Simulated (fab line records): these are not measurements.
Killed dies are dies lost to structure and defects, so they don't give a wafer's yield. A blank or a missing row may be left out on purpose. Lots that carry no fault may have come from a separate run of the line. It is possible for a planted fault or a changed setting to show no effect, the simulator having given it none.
2 desks looking at one fault + flow sky130 + numbers are kept per desk, each desk with only its own; the story behind them comes last

FOR THE TOOL OWNER'S DESK: pvd_sputter-03
The tool's own readings at SKY_METAL3_SPUTTER_03 (material Ti, target thk 5 nm, time 3.3 s): means of the sampled wafers that have a number, for each lot that ran on this tool. The brackets show how far a lot's mean lies from the usual mean; more than 4 standard deviations puts the lot out of limits, marked OUT.
Columns: A = throttle_valve_pct at SKY_METAL3_SPUTTER_03, usual 30.4 %
| lot  | first seen here | A    |
|------|-----------------|------|
| L271 | day 38 17:50    | 29.7 |
| L270 | day 38 18:20    | 29.9 |
| L286 | day 42 11:40    | 29.9 |
This desk's finding: nothing out of limits on any of the 3 lots.

THE METROLOGY DESK
What the gauges read for every lot (on any tool): the sampled wafers with a number, averaged. The brackets show how far a lot's mean lies from the usual mean; more than 4 standard deviations puts the lot out of limits, marked OUT.
Columns: A = VIA2_W_RS at SKY_VIA2_RS_MEAS_22, usual 0.271 ohm/sq; B = VIA2_W_THK at SKY_VIA2_THK_MEAS_23, usual 414 nm
| lot  | first seen here | A     | B   |
|------|-----------------|-------|-----|
| L271 | day 38 17:19    | 0.273 | 410 |
| L270 | day 38 17:49    | 0.271 | 416 |
| L284 | day 41 23:28    | 0.273 | 411 |
| L286 | day 42 11:08    | 0.270 | 411 |
| L287 | day 43 08:54    | 0.276 | 403 |
| L288 | day 43 09:58    | 0.269 | 412 |
This desk's finding: nothing out of limits on any of the 6 lots.

TAKEN TOGETHER
Nothing out of limits was seen by the tool owner's desk.
From the metrology desk's view, nothing was out of limits.

WHAT THE SIMULATOR PUT IN
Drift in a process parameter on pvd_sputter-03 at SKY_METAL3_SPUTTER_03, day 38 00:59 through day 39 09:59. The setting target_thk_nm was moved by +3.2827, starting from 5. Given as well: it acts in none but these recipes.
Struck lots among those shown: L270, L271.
